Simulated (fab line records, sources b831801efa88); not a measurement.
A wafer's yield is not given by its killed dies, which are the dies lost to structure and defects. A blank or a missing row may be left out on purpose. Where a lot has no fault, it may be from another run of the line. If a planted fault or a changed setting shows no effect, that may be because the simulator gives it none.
Shared-tool check :: flow gf180mcu :: Sample size 13 lots and 45 wafers

WHY IT WAS OPENED
Of 13 lots, 2 have the reading MVPSD_OVL flagged at GF_MVPSD_OVL_MEAS_07. No-fault wafers: 0.5 nm, standard deviation 1.4.
Rule: a lot is flagged in two cases, either no wafer of it has a number, or all its wafers with numbers fall more than 4 standard deviations from that mean. All remaining lots are regarded as sound.

lot: L856
measured: day 4 22:12
on: overlay-01
MVPSD_OVL (nm), wafer by wafer: 0.2 0.4 -0.1
flag: 

lot: L857
measured: day 5 03:06
on: overlay-02
MVPSD_OVL (nm), wafer by wafer: -3.3 -2.1 -3.4
flag: 

lot: L859
measured: day 5 15:48
on: overlay-02
MVPSD_OVL (nm), wafer by wafer: 1.0 1.0 0.2
flag: 

lot: L860
measured: day 5 21:06
on: overlay-02
MVPSD_OVL (nm), wafer by wafer: -0.1 2.5 2.7
flag: 

lot: L861
measured: day 6 02:49
on: overlay-01
MVPSD_OVL (nm), wafer by wafer: -0.8 -0.4 -1.1
flag: 

lot: L862
measured: day 6 14:08
on: overlay-02
MVPSD_OVL (nm), wafer by wafer: 2.2 2.2 1.5
flag: 

lot: L867
measured: day 8 08:21
on: overlay-02
MVPSD_OVL (nm), wafer by wafer: -1.3 1.8 2.0
flag: 

lot: L870
measured: day 8 13:18
on: overlay-02
MVPSD_OVL (nm), wafer by wafer: 164.5 164.3 165.0 165.7 165.7 166.5
flag: FLAGGED

lot: L871
measured: day 9 00:14
on: overlay-02
MVPSD_OVL (nm), wafer by wafer: 163.1 164.2 163.8 165.0 166.1 165.0
flag: FLAGGED

lot: L872
measured: day 9 00:39
on: overlay-01
MVPSD_OVL (nm), wafer by wafer: 1.7 -0.5 2.4
flag: 

lot: L873
measured: day 9 10:14
on: overlay-01
MVPSD_OVL (nm), wafer by wafer: -0.4 -1.7 0.4
flag: 

lot: L878
measured: day 10 13:27
on: overlay-02
MVPSD_OVL (nm), wafer by wafer: 2.9 0.8 2.8
flag: 

lot: L879
measured: day 10 17:15
on: overlay-02
MVPSD_OVL (nm), wafer by wafer: 0.7 0.9 0.1
flag: 
The numbers of the flagged lots are 164.9 nm on average: +164.4 nm against the usual, or +99 or more standard deviations.

WHICH TOOL RAN EACH LOT
The record holds 1 process step before the reading, out of a route of 602 steps. Each cell gives the tool, then ch followed by the chambers the sampled wafers passed through, then the start.
lot: L856
flag: 
GF_MVPSD_EXPOSE_04: iline_stepper-01 ch 0, day 4 16:16

lot: L857
flag: 
GF_MVPSD_EXPOSE_04: iline_stepper-01 ch 0, day 4 20:52

lot: L859
flag: 
GF_MVPSD_EXPOSE_04: iline_stepper-02 ch 0, day 5 07:53

lot: L860
flag: 
GF_MVPSD_EXPOSE_04: iline_stepper-01 ch 0, day 5 14:29

lot: L861
flag: 
GF_MVPSD_EXPOSE_04: iline_stepper-01 ch 0, day 5 19:56

lot: L862
flag: 
GF_MVPSD_EXPOSE_04: iline_stepper-01 ch 0, day 6 06:41

lot: L867
flag: 
GF_MVPSD_EXPOSE_04: iline_stepper-01 ch 0, day 8 00:22

lot: L870
flag: FLAGGED
GF_MVPSD_EXPOSE_04: iline_stepper-01 ch 0, day 8 05:26

lot: L871
flag: FLAGGED
GF_MVPSD_EXPOSE_04: iline_stepper-01 ch 0, day 8 15:52

lot: L872
flag: 
GF_MVPSD_EXPOSE_04: iline_stepper-02 ch 0, day 8 16:16

lot: L873
flag: 
GF_MVPSD_EXPOSE_04: iline_stepper-02 ch 0, day 9 01:50

lot: L878
flag: 
GF_MVPSD_EXPOSE_04: iline_stepper-02 ch 0, day 10 04:51

lot: L879
flag: 
GF_MVPSD_EXPOSE_04: iline_stepper-02 ch 0, day 10 08:07
What these steps do:
- GF_MVPSD_EXPOSE_04: exposes mask MVPSD, target cd 1000 nm.
- GF_MVPSD_OVL_MEAS_07

FLAGGED OVER TOTAL, TOOL BY TOOL (the gauges that took the reading come last)
step: GF_MVPSD_EXPOSE_04
tool: iline_stepper-01
lots run: 8
flagged: 2
share of the flagged lots: all
sound lots run after its first flagged lot: 0

step: GF_MVPSD_EXPOSE_04
tool: iline_stepper-02
lots run: 5
flagged: 0
share of the flagged lots: none
sound lots run after its first flagged lot: -

step: GF_MVPSD_OVL_MEAS_07
tool: overlay-01
lots run: 4
flagged: 0
share of the flagged lots: none
sound lots run after its first flagged lot: -

step: GF_MVPSD_OVL_MEAS_07
tool: overlay-02
lots run: 9
flagged: 2
share of the flagged lots: all
sound lots run after its first flagged lot: 2 (L878,L879)

THE TABLE: WHAT IT ALLOWS
2 rows of the table ran every flagged lot: iline_stepper-01 at GF_MVPSD_EXPOSE_04, overlay-02 at GF_MVPSD_OVL_MEAS_07.
- iline_stepper-01 at GF_MVPSD_EXPOSE_04: 2 of its 8 lots flagged. A fault beginning between L867 (day 8 00:22), its last sound lot, and L870 (day 8 05:26), its first flagged one, fits the data.
- overlay-02 at GF_MVPSD_OVL_MEAS_07: 2 of its 9 lots flagged. Sound lots followed the first flagged one (L878, L879) on it, something a lasting fault affecting the whole tool could not allow.
Just one tool remains: iline_stepper-01 at GF_MVPSD_EXPOSE_04.

WHAT THE SIMULATOR HAD PUT IN
Scanner matching overlay: iline_stepper-01, from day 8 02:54 on, at GF_MVPSD_EXPOSE_04. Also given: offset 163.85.
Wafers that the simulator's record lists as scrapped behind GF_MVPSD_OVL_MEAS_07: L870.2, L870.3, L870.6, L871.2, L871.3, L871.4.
Lots struck among those shown: L870, L871. The rule given above showed the same thing.
